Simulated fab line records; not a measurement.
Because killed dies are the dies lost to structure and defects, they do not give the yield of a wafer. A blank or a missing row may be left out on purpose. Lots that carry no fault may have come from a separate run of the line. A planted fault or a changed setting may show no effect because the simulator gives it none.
Matching of chambers | flow gf180mcu | cmp-02 running GF_V2_CMP_04: 4 sister chambers
The step polishes SiO2. 16 wafers are shown with their chamber, then 8 later ones without.

## WAFERS PAIRED WITH THEIR CHAMBERS
wafer  | chamber | motorCurrentA (A) | timeToEndpointS (s) | slurryFlowMlMin
L925.2 | 1       | 10.7              | 77                  | 150.2
L925.4 | 3       | 11.0              | 86                  | 150.9
L925.6 | 3       | 11.4              | 88                  | 150.2
L927.1 | 0       | 11.0              | 78                  | 150.0
L927.2 | 1       | 10.8              | 78                  | 149.6
L927.3 | 3       | 11.3              | 82                  | 149.5
L929.2 | 3       | 11.3              | 90                  | 149.4
L929.5 | 0       | 11.5              | 80                  | 150.1
L929.6 | 3       | 10.6              | 90                  | 149.6
L932.1 | 1       | 10.3              | 73                  | 150.1
L932.2 | 3       | 11.0              | 84                  | 150.2
L932.6 | 2       | 12.6              | 84                  | 149.9
L930.4 | 2       | 11.9              | 92                  | 149.5
L930.5 | 3       | 11.1              | 88                  | 150.8
L930.6 | 0       | 10.7              | 84                  | 149.5
L935.1 | 3       | 10.8              | 80                  | 149.8

SIGNATURES (averages over the wafers above)
reading         | chamber 0 | chamber 1 | chamber 2 | chamber 3 | scatter within a chamber
motorCurrentA   | 11.067    | 10.600    | 12.250    | 11.062    | 0.32
timeToEndpointS | 80.67     | 76.00     | 88.00     | 86.00     | 3.66
slurryFlowMlMin | 149.867   | 149.967   | 149.700   | 150.050   | 0.484
Rule: a wafer's distance from a chamber is the root of the sum, over the readings, of the square of ((its reading less the chamber's mean) divided by the reading's scatter). The wafer belongs to the nearest chamber; if the next one is less than 2 further off, it can't be placed. The scatter: the root of (the sum of the squares of (reading less its chamber's mean) over the shown wafers, divided by (wafers less chambers)).

## WAFERS MISSING THEIR CHAMBER
wafer  | motorCurrentA (A) | timeToEndpointS (s) | slurryFlowMlMin
L935.2 | 10.9              | 73                  | 150.0
L935.5 | 10.4              | 79                  | 150.1
L936.2 | 12.5              | 78                  | 150.4
L936.3 | 10.9              | 86                  | 150.1
L936.4 | 10.7              | 86                  | 150.0
L944.2 | 11.0              | 74                  | 149.7
L944.3 | 12.8              | 76                  | 150.0
L944.4 | 10.5              | 78                  | 149.9

## THE CHAMBER EACH PASSED THROUGH
wafer  | from the rows above          | in truth
L935.2 | can't be placed: 1 or 0      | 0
L935.5 | can't be placed: 1 or 0 or 3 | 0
L936.2 | can't be placed: 2 or 0 or 3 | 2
L936.3 | can't be placed: 3 or 0      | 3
L936.4 | can't be placed: 3 or 0 or 1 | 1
L944.2 | can't be placed: 1 or 0 or 3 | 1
L944.3 | can't be placed: 2 or 0      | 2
L944.4 | can't be placed: 1 or 0      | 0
Correct placement for 0 of the 8. Not placeable from these rows: 8 (in 8, the candidates include the true chamber). Placed wrongly: 0.
